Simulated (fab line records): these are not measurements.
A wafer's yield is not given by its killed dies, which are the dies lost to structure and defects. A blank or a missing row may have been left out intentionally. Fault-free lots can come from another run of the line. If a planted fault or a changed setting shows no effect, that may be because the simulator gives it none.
A struck lot beside a sound one    flow sky130    31 steps out of a route of 708
Sound: wafers L485.3, L485.5, L485.6. Wafers L503.2, L503.4, L503.6 were the ones struck. The cause comes at the end.
Each step with rows lists, per side, the tool, then ch with its chambers, then its first start. Under that, the readings that differ: sound wafers    struck wafers    difference of the means    sigmas: that difference in standard deviations of wafers without a fault.
alike: words and numbers the same on both sides, and readings whose means are apart by under 2 such deviations; not compared: readings that were withheld, readings missing a value for some wafer, numbers with overlapping values and no deviation given by the record, and bounds like >300 which may hide the same value.
The two part at a step that has a row with sigmas, a row that says differs or no value, or rows on one side only. When numbers do not overlap yet have no deviation, they are printed without sigmas and do not part them. A reading missing from all wafers of one side parts the sides only when that side holds two or more wafers.

first, 1 step without rows for these wafers: SKY_PWDE_IMPLANT_08.
SKY_PWDE_STRIP_09: strips in O2/N2.
  sound on plasmaAsher-01 ch 0,1, day 3 20:57; struck on plasmaAsher-01 ch 0,1, day 8 07:17
  alike: drypumpMotorCurrentA, oesProductAu, stripTimeToEndpointS
  not compared: rfHoursCounterH
SKY_PWDE_TW_MEAS_10:
  sound on filmMetro-03 at day 3 21:02; struck on filmMetro-04 at day 8 07:23
  alike: PWDE_TW
then, 7 steps without rows for these wafers: SKY_NWELL_DEHYDRATE_03 (time 60 s); SKY_NWELL_HMDS_04 (prime time 60 s); SKY_NWELL_COAT_05 (resist thk 3000 nm); SKY_NWELL_SOFTBAKE_06; SKY_NWELL_EXPOSE_07 (exposes mask NWM, target cd 840 nm); SKY_NWELL_PEB_08; SKY_NWELL_DEVELOP_09 (develop time 60 s).
SKY_NWELL_OVL_MEAS_10:
  sound on overlay-01 at day 4 14:39; struck on overlay-01 at day 9 03:44
  alike: NWELL_00_OVL
after that, 1 step had no rows for these wafers: SKY_NWELL_IMPLANT_11.
SKY_NWELL_IMPLANT_12:
  sound on implanter-01 ch 0, day 4 14:53; struck on implanter-01 ch 0, day 9 03:56
reading           sound                             struck                            difference   sigmas
doseIonsCm2       1.3013e+12 1.3005e+12 1.3013e+12  1.4611e+12 1.4633e+12 1.4648e+12  +1.6203e+11  +99 or more
faradayCurrentUA  7.38 7.32 7.41                    8.06 8.20 8.25                    +0.80        +5
after that, 1 step had no rows for these wafers: SKY_NWELL_IMPLANT_13.
SKY_NWELL_STRIP_14: strips in O2/N2.
  sound on plasmaAsher-04 ch 0,1, day 4 15:10; struck on plasmaAsher-04 ch 0,1, day 9 04:13
reading                   sound              struck             difference  sigmas
stripTimeToEndpointS (s)  36.86 36.74 36.83  37.04 36.95 36.96  +0.17       +2
  alike: drypumpMotorCurrentA, oesProductAu
  not compared: rfHoursCounterH
SKY_NWELL_TW_MEAS_15:
  sound on filmMetro-02 at day 4 15:15; struck on filmMetro-03 at day 9 04:20
  alike: NWELL_TW
then, 7 steps without rows for these wafers: SKY_NWELL_DEHYDRATE_16 (time 60 s); SKY_NWELL_HMDS_17 (prime time 60 s); SKY_NWELL_COAT_18 (resist thk 3000 nm); SKY_NWELL_SOFTBAKE_19; SKY_NWELL_EXPOSE_20 (exposes mask NWM COMPLEMENT, target cd 840 nm); SKY_NWELL_PEB_21; SKY_NWELL_DEVELOP_22 (develop time 60 s).
SKY_NWELL_OVL_MEAS_23:
  sound on overlay-01 at day 5 07:41; struck on overlay-01 at day 10 01:27
  alike: NWELL_01_OVL
after that, 1 step had no rows for these wafers: SKY_NWELL_IMPLANT_24.
SKY_NWELL_STRIP_25: strips in O2/N2.
  sound on plasmaAsher-01 ch 0,1, day 5 07:53; struck on plasmaAsher-01 ch 0,1, day 10 01:38
  alike: drypumpMotorCurrentA, oesProductAu, stripTimeToEndpointS
  not compared: rfHoursCounterH
SKY_NWELL_TW_MEAS_26:
  sound on filmMetro-03 at day 5 07:59; struck on filmMetro-02 at day 10 01:44
  alike: NWELL_2_TW
then, 1 step without rows for these wafers: SKY_NWELL_CLEAN_27 (cleans in SC1/SC2, time 150 s).
SKY_NWELL_RTA_28: time 30 s.
  sound on rtpAnneal-02 ch 0, day 5 08:07; struck on rtpAnneal-02 ch 0, day 10 01:51
  alike: lampPowerPct, wafer_temp_C_max
SKY_NWELL_RS_MEAS_29: the measuring method here is four-point-probe.
  sound on filmMetro-02 at day 5 08:13; struck on filmMetro-03 at day 10 01:58
reading            sound              struck             difference  sigmas
NWELL_RS (ohm/sq)  619.2 620.7 622.0  614.6 616.3 613.1  -6.0        -5
-- the record jumps here: 40 days lie between the struck wafers' starts before and after (it left off in module NWELL and takes up again in module PAD_OPEN, whose first step shown is number 708 of the route) --
SKY_PAD_OPEN_PROBE_99:
  sound on prober-02 at day 45 05:49; struck on prober-01 at day 50 03:00
reading                                sound                    struck                   difference  sigmas
model.etest.pfetG5v0d10v5.offLog10AUm  -12.07 -12.3 -12.18      -13.29 -13.38 -13.18     -1.10       
model.etest.pfetG5v0d10v5.vtSatV (V)   -0.5871 -0.622 -0.5904   -0.7142 -0.7244 -0.7003  -0.1131     
model.etest.pfet_16v.vtV (V)           -1.074 -1.082 -1.077     -1.158 -1.15 -1.145      -0.073      
model.etest.pfetG5v0d10v5.vtV (V)      -0.7903 -0.8284 -0.7997  -0.8846 -0.8927 -0.8699  -0.0763     
model.etest.pfetG5v0d10v5.vtLongV (V)  -0.9121 -0.9187 -0.9099  -0.9772 -0.9762 -0.9624  -0.0584     
model.etest.pfet_01v8_lvt.vtSatV (V)   -0.4351 -0.4404 -0.4441  -0.5234 -0.5298 -0.5174  -0.0837     
model.etest.pfet_01v8_lvt.vtV (V)      -0.5328 -0.5388 -0.5394  -0.6059 -0.6106 -0.599   -0.0682     
model.etest.pfet_01v8_lvt.vtLongV (V)  -0.6529 -0.6572 -0.6582  -0.7174 -0.7141 -0.7088  -0.0573     
  alike: killed_at_M0_to_M3, killed_at_M4_up, killedAtContacts, killedAtFrontEnd, killedAtOther, killedDies, killedOpen, killedShort

== WHERE THEY PART ==
At SKY_NWELL_IMPLANT_12 first; at SKY_NWELL_RS_MEAS_29 last (within this record only). Later steps at which nothing parts them and some readings are alike: SKY_PAD_OPEN_PROBE_99.

WHY: the cause the simulator had injected
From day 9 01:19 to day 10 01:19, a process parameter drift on implanter-01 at SKY_NWELL_IMPLANT_12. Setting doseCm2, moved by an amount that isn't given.
